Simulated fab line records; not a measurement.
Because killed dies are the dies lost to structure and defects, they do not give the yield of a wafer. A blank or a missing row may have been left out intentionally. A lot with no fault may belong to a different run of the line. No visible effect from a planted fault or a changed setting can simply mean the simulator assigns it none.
fab line records | flow gf180mcu | part 2 of 2: steps 32 to 41 of 41
record lots=5 wafers=15 lastDay=34
route steps=602 shown M3@412 V3@429
lots untouched by any fault: they come from a run of this same line in which no faults occurred
startH: hours from the record's opening day to when the first of the lot's shown wafers began | waitH: time in hours since the lot's previous step | " repeats the value in the row above | L1.1+2: several wafers, shown together as one row | - no value present, or no start provided | * or withheld: withheld | < > ~ a bound
route shown NAME@n: names a module that has steps shown in the file, with the first one's number in the route | usual: mean and standard deviation over wafers with no fault | same: alike in all rows | chamber/n: place in a boat | sites: each site's reading | _std_site: their standard deviation | _edge_site: the outer-site mean with the inner-site mean subtracted | radiusMm: how far each site lies from the wafer's centre | mask NAME#n: copy n | behind: the most recent tool/chamber to have shaped the wafer | hold: why the lot was held/for how many hours/how that ended | device: which transistor (n, p or np) failed to switch | end of line: at the end of the route, the tests of the same wafers | a step without rows: its recipe alone | killed: not the wafer's yield, but the dies lost to structure and defects at the first sort | map: shows each die of a wafer: x if killed, . if not, _ if none is there
set.NAME: the setting the step ran with; set.NAME@STEP: the setting that earlier step ran with | model.NAME: the simulator's own value behind a step, which no gauge read
a table for each step, a row for each wafer; lots at some steps of the route
services: when a tool's chamber went out of use (startH, in hours from the record's first day, below 0 if earlier), for how many hours, and the reason
## steps
# step GF_V3_CD_MEAS_14
# recipe targetCdNm=260
# usual cdNm=260.2/1.1
# columns lot.wafer tool chamber startH waitH cdNm
L086.2 cdSem-02 - 613.74 0.1 260.0
L086.4 " - " " 261.0
L086.6 " - " " 260.1
L088.1 cdSem-01 - 630.92 0.1 262.3
L088.4 " - " " 261.5
L088.5 " - " " 262.4
L089.1 cdSem-01 - 638.77 0.1 259.6
L089.3 " - " " 260.4
L089.5 " - " " 259.5
L093.2 cdSem-02 - 667.86 0.1 260.9
L093.5 " - " " 260.6
L093.6 " - " " 260.3
L097.1 cdSem-02 - 692.54 0.1 262.4
L097.2 " - " " 260.5
L097.5 " - " " 262.3
# step GF_V3_OVL_MEAS_15
# usual V3_OVL=1/5.1
# columns lot.wafer tool chamber startH waitH V3_OVL[nm]
L086.2 overlay-02 - 613.84 0.1 -3
L086.4 " - " " 2
L086.6 " - " " -3
L088.1 overlay-02 - 631.04 0.1 -8
L088.4 " - " " -11
L088.5 " - " " -3
L089.1 overlay-02 - 638.89 0.1 10
L089.3 " - " " 4
L089.5 " - " " 4
L093.2 overlay-02 - 667.96 0.1 -3
L093.5 " - " " 0
L093.6 " - " " 2
L097.1 overlay-01 - 692.66 0.1 1
L097.2 " - " " -1
L097.5 " - " " -2
# step GF_V3_ETCH_16
# recipe chemistry=N2/H2 targetDepthA=withheld overetchA=withheld timeS=withheld target=BARC ionEnergyEv=200 sourceW=500 biasW=100 pressureMtorr=30 n2FlowSccm=100 h2FlowSccm=200
# usual drypumpMotorCurrentA=5.8/0.5 oesProductAu=0.855/0.0048 throttleValvePct=13.225/0.0088
# columns lot.wafer tool chamber startH waitH drypumpMotorCurrentA oesProductAu throttleValvePct
L086.2 rieDiel-04 3 613.87 0.0 6.1 0.841 13.249
L086.4 " 2 " " 6.0 0.850 13.223
L086.6 " 1 " " 6.0 0.846 13.216
L088.1 rieDiel-04 1 631.07 0.0 6.0 0.847 13.235
L088.4 " 2 " " 6.0 0.852 13.214
L088.5 " 3 " " 6.1 0.854 13.228
L089.1 rieDiel-04 2 638.92 0.0 6.0 0.860 13.243
L089.3 " 1 " " 6.0 0.857 13.237
L089.5 " 0 " " 5.4 0.859 13.221
L093.2 rieDiel-03 3 667.99 0.0 6.2 0.859 13.217
L093.5 " 1 " " 6.5 0.850 13.220
L093.6 " 0 " " 4.8 0.859 13.221
L097.1 rieDiel-01 1 692.69 0.0 5.2 0.850 13.235
L097.2 " 2 " " 6.0 0.855 13.207
L097.5 " 1 " " 5.3 0.857 13.225
# step GF_V3_ETCH_17
# recipe chemistry=C4F8/O2/Ar maskMaterial=KrF target=SiO2 stopOn=TiN sourceW=1500 biasW=1200 pressureMtorr=40 c4f8FlowSccm=withheld O2_flow_sccm=6 Ar_flow_sccm=300 timeS=withheld targetDepthA=6350
# usual oesProductAu=0.856/0.0044
# columns lot.wafer tool chamber startH waitH oesProductAu
L086.2 rieDiel-04 3 - - 0.853
L086.4 " 2 " " 0.854
L086.6 " 1 " " 0.862
L088.1 rieDiel-04 1 - - 0.851
L088.4 " 2 " " 0.850
L088.5 " 3 " " 0.866
L089.1 rieDiel-04 2 - - 0.858
L089.3 " 1 " " 0.850
L089.5 " 0 " " 0.856
L093.2 rieDiel-03 3 - - 0.858
L093.5 " 1 " " 0.851
L093.6 " 0 " " 0.859
L097.1 rieDiel-01 1 - - 0.850
L097.2 " 2 " " 0.858
L097.5 " 1 " " 0.859
# step GF_V3_STRIP_18
# recipe chemistry=O2/N2 powerW=1400 pressureMtorr=1500 platenTempC=250 o2FlowSccm=3000 n2FlowSccm=300 overashFraction=0.5
# usual drypumpMotorCurrentA=5.9/0.4 heaterPowerW=308/15 o2FlowSccm=3000/12 oesProductAu=0.593/0.0051
# columns lot.wafer tool chamber startH waitH drypumpMotorCurrentA heaterPowerW o2FlowSccm oesProductAu rfHoursCounterH
L086.2 plasmaAsher-01 1 614.00 - 5.6 319 3019 0.592 55
L086.4 " 1 " " 5.6 319 3022 0.594 -
L086.6 " 1 " " 5.6 327 3029 0.599 -
L088.1 plasmaAsher-02 1 631.20 - 5.4 319 2988 0.587 22
L088.4 " 0 " " 5.7 273 2993 0.593 -
L088.5 " 1 " " 5.4 318 2984 0.597 -
L089.1 plasmaAsher-02 1 639.05 - 5.4 319 2988 0.591 23
L089.3 " 1 " " 5.4 328 2991 0.594 -
L089.5 " 1 " " 5.4 315 3006 0.594 -
L093.2 plasmaAsher-03 1 668.12 - 6.2 299 3007 0.590 89
L093.5 " 0 " " 6.6 307 2995 0.576 -
L093.6 " 1 " " 6.1 297 3001 0.586 -
L097.1 plasmaAsher-02 0 692.82 - 5.7 282 2998 0.578 31
L097.2 " 1 " " 5.4 321 2985 0.588 31
L097.5 " 1 " " 5.4 317 3006 0.586 -
# step GF_V3_STRIP_19
# recipe chemistry=postEtchResidueRemover timeS=1200 tempC=72.5
# columns lot.wafer tool chamber startH waitH
L086.2+4+6 wetBench-02 2 614.10 0.1
L088.1+4+5 wetBench-01 3 631.30 0.1
L089.1+3+5 wetBench-03 0 639.15 0.1
L093.2+5+6 wetBench-01 1 668.22 0.1
L097.1+2+5 wetBench-01 3 692.92 0.1
# step GF_V3_CLEAN_20
# recipe chemistry=DIW dry=n2Spin
# columns lot.wafer tool chamber startH waitH
L086.2+4+6 wetBench-03 2 614.48 0.0
L088.1+4+5 wetBench-02 1 631.64 0.0
L089.1+3+5 wetBench-01 3 639.53 0.0
L093.2+5+6 wetBench-03 3 668.59 0.0
L097.1+2+5 wetBench-03 0 693.26 0.0
# step GF_V3_SPUTTER_21
# recipe material=Ti targetThkNm=15 chamberPressurePa=5 powerW=2500 substrateTempC=200 timeS=80.02
# usual throttleValvePct=29.9/0.71
# columns lot.wafer tool chamber startH waitH throttleValvePct
L086.2 pvdSputter-01 - 614.57 0.0 29.9
L086.4 " - " " 29.5
L086.6 " - " " 29.6
L088.1 pvdSputter-04 - 631.74 0.0 29.1
L088.4 " - " " 30.1
L088.5 " - " " 30.2
L089.1 pvdSputter-02 - 639.62 0.0 31.0
L089.3 " - " " 31.6
L089.5 " - " " 29.2
L093.2 pvdSputter-01 - 668.69 0.0 30.0
L093.5 " - " " 29.8
L093.6 " - " " 29.5
L097.1 pvdSputter-02 - 693.35 0.0 30.7
L097.2 " - " " 29.3
L097.5 " - " " 30.9
# step GF_V3_SPUTTER_22
# recipe material=TiN targetThkNm=10 chamberPressurePa=5 powerW=4000 timeS=40
# usual throttleValvePct=29.9/0.71
# columns lot.wafer tool chamber startH waitH throttleValvePct
L086.2 pvdSputter-01 - 614.63 0.0 30.1
L086.4 " - " " 29.4
L086.6 " - " " 29.7
L088.1 pvdSputter-04 - 631.80 0.0 29.3
L088.4 " - " " 29.9
L088.5 " - " " 30.5
L089.1 pvdSputter-02 - 639.68 0.0 31.0
L089.3 " - " " 31.8
L089.5 " - " " 29.3
L093.2 pvdSputter-01 - 668.75 0.0 30.0
L093.5 " - " " 29.5
L093.6 " - " " 29.7
L097.1 pvdSputter-02 - 693.42 0.0 30.4
L097.2 " - " " 29.3
L097.5 " - " " 30.6
# step GF_V3_CVD_23
# recipe material=W targetThkNm=350 timeS=104.9 tempC=400 pressureTorr=40
# usual heaterPowerW=895/45
# columns lot.wafer tool chamber startH waitH heaterPowerW
L086.2 cvdW-02 1 614.67 0.0 861
L086.4 " 0 " " 935
L086.6 " 0 " " 942
L088.1 cvdW-01 1 631.84 0.0 878
L088.4 " 0 " " 931
L088.5 " 1 " " 857
L089.1 cvdW-01 0 639.72 0.0 894
L089.3 " 0 " " 922
L089.5 " 1 " " 840
L093.2 cvdW-01 0 668.79 0.0 965
L093.5 " 1 " " 857
L093.6 " 0 " " 959
L097.1 cvdW-02 0 693.45 0.0 949
L097.2 " 1 " " 855
L097.5 " 0 " " 935
## services
# columns tool chamber startH hours kind
pvdSputter-04 - 551.54 1.4 repair
rieDiel-04 0 559.33 15.3 repair
krfScanner-01 - 561.21 1.8 repair
krfScanner-02 - 562.97 1.0 pm
cvdW-01 - 567.49 0.4 repair
krfScanner-02 - 570.17 1.7 repair
rieMetal-02 0 572.21 14.4 repair
krfScanner-01 - 575.47 1.0 pm
krfScanner-01 - 576.47 1.3 pm
rieDiel-04 - 585.58 2.8 pm
pvdSputter-01 - 586.78 4.7 repair
krfScanner-01 - 595.58 0.6 repair
wetBench-03 - 598.11 4.1 repair
krfScanner-02 - 629.41 0.2 repair
krfScanner-02 - 630.98 0.8 pm
plasmaAsher-03 - 631.86 2.8 pm
cmp-02 - 632.84 3.4 pm
wetBench-04 - 644.47 5.1 repair
krfScanner-02 - 647.41 1.3 pm
rieDiel-04 1 653.26 6.2 repair
krfScanner-01 - 658.54 4.4 pm
pvdSputter-04 - 661.52 0.6 repair
wetBench-01 - 684.44 0.8 repair
pvdSputter-03 - 687.41 3.9 repair
